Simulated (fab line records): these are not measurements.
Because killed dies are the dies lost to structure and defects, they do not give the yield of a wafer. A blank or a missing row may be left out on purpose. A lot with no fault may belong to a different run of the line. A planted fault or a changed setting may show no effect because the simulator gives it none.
Problem report in the 8D (eight disciplines) form, filled by code | flow sky130 | the parts of the form that need people (team, actions taken, sign-off) are left out

== 1. WHAT IS WRONG ==
Mean of oes product au at SKY_METAL2_METAL_ETCH_19: 0.908 a.u. across 3 wafers in 2 lots; on wafers with no fault it is 0.852 a.u. (standard deviation 0.0063). Measured from the usual mean, that is +8.9 standard deviations.
The step: etches the open film in Cl2/BCl3, stops on SiO2, target depth 360 nm, time 78 s.
Seen first at day 37 19:48 on rie metal-01, wafer L939.2. At this step, 33 wafers from 11 lots have a number in the record. Rule for "out", or "out of limits": more than 4 standard deviations from the usual mean. Any other wafer with a number is counted as sound.

== 2. WHAT IT IS; WHAT IT IS NOT ==
question                    | is                     | is not
which readings at this step | oes product au         | drypump motor current A, mfc cl2 sccm, throttle valve pct
which lots                  | L939, L940             | L932, L944, L945, L948, L949, L951, L952, L953, L954
which wafers of those lots  | L939.2, L939.6, L940.2 | L939.3, L940.3, L940.6
read on which tools         | rie metal-01           | rie metal-02, rie metal-03
when                        | from day 37 19:48      | up to then (4 sound wafers); but 26 sound wafers of L940, L944, L945, L948, L949, L951, L952, L953, L954 came after

== 3. WHAT RULES OUT EACH SUSPECT ==
Counting: if a tool at a process step up to the reading ran every lot that is out, it stays a suspect. Sound lots after the first of them don't rule it out here, since some wafers of a struck lot are sound.
- cmp-02 at SKY_VIA1_CMP_24 (polishes, stops on SiO2, t overpolish 15 s, target thk 0 nm): kept. Every lot that is out went through it, the first being L939 (day 36 18:24); the last sound lot it ran before that was L932 (day 34 06:56).
- rie metal-01 at SKY_METAL2_METAL_ETCH_19 (etches the open film in Cl2/BCl3, stops on SiO2, target depth 360 nm, time 78 s): kept. It ran every lot that is out, first L939 (day 37 19:48). Its own oes product au readings are out on those wafers.
- Within rie metal-01 at SKY_METAL2_METAL_ETCH_19: the wafers that are out ran in chamber 0; their sound lot-mates ran in chamber 1.
After counting, cmp-02 at SKY_VIA1_CMP_24 and rie metal-01 at SKY_METAL2_METAL_ETCH_19 remain.

== 4. THE CAUSE (what the simulator had put in) ==
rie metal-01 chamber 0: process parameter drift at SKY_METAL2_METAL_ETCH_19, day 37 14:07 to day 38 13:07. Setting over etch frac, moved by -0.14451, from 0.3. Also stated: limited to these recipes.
Of the 2 suspects that counting leaves, this tool is one.

== 5. THE EFFECT CHAIN, in route order ==
One row per reading whose mean, taken over the struck wafers that have a number, lies over 3 standard deviations from the usual. Readings are gone through only where the record gives a usual standard deviation; hours: the median, over the lots, of the time from a lot's start at the first step in this table giving one to that lot's start at this step; sigmas: the change measured in usual standard deviations.
hours | step                     | reading                  | usual      | on struck wafers | change | sigmas
0     | SKY_METAL2_METAL_ETCH_19 | oes product au           | 0.852 a.u. | 0.908            | +0.056 | +8.9
0     | SKY_METAL2_STRIP_20      | strip time to endpoint s | 2.710 s    | 2.960            | +0.250 | +9.3
Here are the process steps it includes:
- SKY_METAL2_METAL_ETCH_19: etches the open film in Cl2/BCl3, stops on SiO2, target depth 360 nm, time 78 s.
- SKY_METAL2_STRIP_20: strips in O2/N2.

== 6. HOW IT WOULD HAVE BEEN CAUGHT EARLIER ==
In this record the first reading out of limits was taken at day 37 19:48, 6 hours after the fault began at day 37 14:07.
